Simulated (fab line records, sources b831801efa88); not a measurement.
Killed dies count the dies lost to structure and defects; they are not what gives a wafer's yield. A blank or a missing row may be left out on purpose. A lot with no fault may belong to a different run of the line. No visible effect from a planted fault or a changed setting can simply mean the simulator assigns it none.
Comparing a struck lot with a sound one ; flow sfq-line ; 14 out of 325 route steps
Sound: the wafers L980.2, L980.3, L980.4. Struck: wafer L992.3. (L992.1 of the same lot was not struck and is left out.) The cause comes at the end.
Each step with rows lists, per side, the tool, then ch with its chambers, then its first start. Under that, the readings that differ: sound wafers ; struck wafers ; difference of the means ; sigmas: that difference in standard deviations of wafers without a fault.
alike: a reading whose means differ by less than 2 such deviations, as well as words and numbers matching on both sides. not compared: withheld readings; readings where some wafer has no value; bounds like >300 that might hide an equal value; numbers whose values overlap and for which the record gives no deviation.
The two part at a step that has a row with sigmas, a row that says differs or no value, or rows on one side only. When numbers do not overlap yet have no deviation, they are printed without sigmas and do not part them. A reading that every wafer of one side lacks parts them only if that side has two wafers or more.

SFQ_TRILAYER_R5_DEP_SPUTTER_133: material MoNx, target thk 40 nm, time 66.7 s.
  sound: pvd-sputter-03 at day 58 21:26; struck: pvd-sputter-04 at day 64 10:50
  alike: throttle-valve-pct
SFQ_TRILAYER_R5_DEP_SPUTTER_134: material Ti, target thk 5 nm, time 5 s.
  sound: pvd-sputter-03 at day 58 21:29; struck: pvd-sputter-04 at day 64 10:53
  alike: throttle-valve-pct
SFQ_R5_RS_MEAS_933: measures by four-point-probe.
  sound: film-metro-04 at day 58 21:32; struck: film-metro-04 at day 64 10:54
reading;sound;struck;difference;sigmas
R5_MONX_RS (ohm/sq);7.12 7.09 7.00;6.84;-0.23;-2
SFQ_R5_THK_MEAS_934: measures by xrf.
  sound: film-metro-04 at day 58 21:38; struck: film-metro-04 at day 64 11:01
  alike: R5_MONX_THK
then, 6 steps without rows for these wafers: SFQ_TRILAYER_R5_LITHO_COAT_141 (resist thk 62 nm); SFQ_TRILAYER_R5_LITHO_COAT_136 (resist thk 600 nm); SFQ_TRILAYER_R5_LITHO_SOFTBAKE_140; SFQ_TRILAYER_R5_LITHO_EXPOSE_137 (exposes mask R5, target cd 500 nm); SFQ_TRILAYER_R5_LITHO_PEB_139 (peb time 60 s); SFQ_TRILAYER_R5_LITHO_DEVELOP_138 (time 60 s).
-- the record jumps here: 4 days lie between the struck wafers' starts before and after --
SFQ_R5_OVL_MEAS_935:
  sound: overlay-02 at day 59 00:04; struck: overlay-02 at day 68 22:40
  alike: R5_OVL
SFQ_TRILAYER_R5_BARC_OPEN_METAL_ETCH_177: etches BARC in O2, target depth 125 nm, time 41.7 s.
  sound on rie-metal-04 ch 0,1, day 59 00:06; struck on rie-metal-04 ch 1, day 68 22:43
  alike: drypump-motor-current-A, oes-product-au
  not compared: rf-hours-counter-h
SFQ_TRILAYER_R5_ETCH_METAL_ETCH_139: etches the open film in Cl2, stops on SiO2, target depth 60 nm, time 40 s.
  sound on rie-metal-04 ch 0,1, day 59 00:10; struck on rie-metal-04 ch 1, day 68 22:46
reading;sound;struck;difference;sigmas
oes-product-au (a.u.);0.987 0.994 1.001;0.730;-0.264;-39
model.etch.depth-nm (nm);59.03 59.36 60;34.56;-24.90;
model.R5.feature-depth-nm (nm);59.03 59.36 60;34.56;-24.90;
model.KrF_of_TRILAYER_R5_LITHO_COAT_136.thk-nm (nm);502.2 502.9 498.5;507.7;+6.5;
  alike: drypump-motor-current-A
  not compared: rf-hours-counter-h
SFQ_TRILAYER_R5_STRIP_STRIP_140: strips in O2.
  sound on rie-metal-04 ch 0,1, day 59 00:13; struck on rie-metal-04 ch 1, day 68 22:50
  alike: drypump-motor-current-A, oes-product-au
  not compared: rf-hours-counter-h

## WHERE THEY PART
Earliest at SFQ_R5_RS_MEAS_933; latest, in this record, at SFQ_TRILAYER_R5_ETCH_METAL_ETCH_139. Later steps at which nothing parts them and some readings are alike: SFQ_TRILAYER_R5_STRIP_STRIP_140.

WHY: what had been put in by the simulator
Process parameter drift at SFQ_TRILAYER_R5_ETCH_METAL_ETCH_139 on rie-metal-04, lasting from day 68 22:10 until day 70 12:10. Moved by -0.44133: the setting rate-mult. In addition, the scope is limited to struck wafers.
